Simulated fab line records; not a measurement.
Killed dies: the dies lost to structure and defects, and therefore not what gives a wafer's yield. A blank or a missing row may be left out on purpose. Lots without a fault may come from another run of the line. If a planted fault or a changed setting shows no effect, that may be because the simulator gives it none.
Matching of chambers | flow gf180mcu | GF_V5_CMP_04 on cmp-01: 4 sister chambers
The step polishes SiO2. 8 wafers are shown with their chamber, then 8 later ones without.

## WAFERS WITH THEIR CHAMBER
wafer  | chamber | motor-current-A (A)
L590.2 | 3       | 12.8
L590.5 | 1       | 11.8
L591.3 | 3       | 13.2
L595.6 | 2       | 10.9
L602.1 | 1       | 12.2
L602.2 | 0       | 11.4
L602.3 | 2       | 11.0
L606.2 | 0       | 10.6

## WAFERS WITHOUT THEIR CHAMBER
wafer  | motor-current-A (A)
L606.3 | 12.7
L606.6 | 12.5
L608.1 | 11.8
L608.4 | 11.0
L608.5 | 11.3
L609.1 | 11.7
L609.4 | 11.3
L609.6 | 11.5

## WHICH CHAMBER EACH WENT THROUGH
wafer  | from the rows above          | in truth
L606.3 | can't be placed: 3 or 1      | 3
L606.6 | can't be placed: 1 or 3      | 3
L608.1 | can't be placed: 1 or 0 or 2 | 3
L608.4 | can't be placed: 0 or 2      | 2
L608.5 | can't be placed: 0 or 2 or 1 | 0
L609.1 | can't be placed: 1 or 0 or 2 | 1
L609.4 | can't be placed: 0 or 2 or 1 | 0
L609.6 | can't be placed: 0 or 1 or 2 | 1
Correct placement for 0 of the 8. Cannot be placed on the basis of these rows: 8; the candidates contain the true chamber in 7. Placed wrongly: 0.
How it was worked out, from the rows above alone: a wafer's distance from a chamber is the root of the sum, over the readings, of the square of ((its reading less the chamber's mean) divided by the reading's scatter). The wafer belongs to the nearest chamber; if the next one is less than 2 further off, it can't be placed. Each chamber's mean is taken over the wafers shown for it. The scatter is the square root of a quotient: the sum, over the shown wafers, of each reading's squared deviation from its chamber's mean, divided by wafers minus chambers.
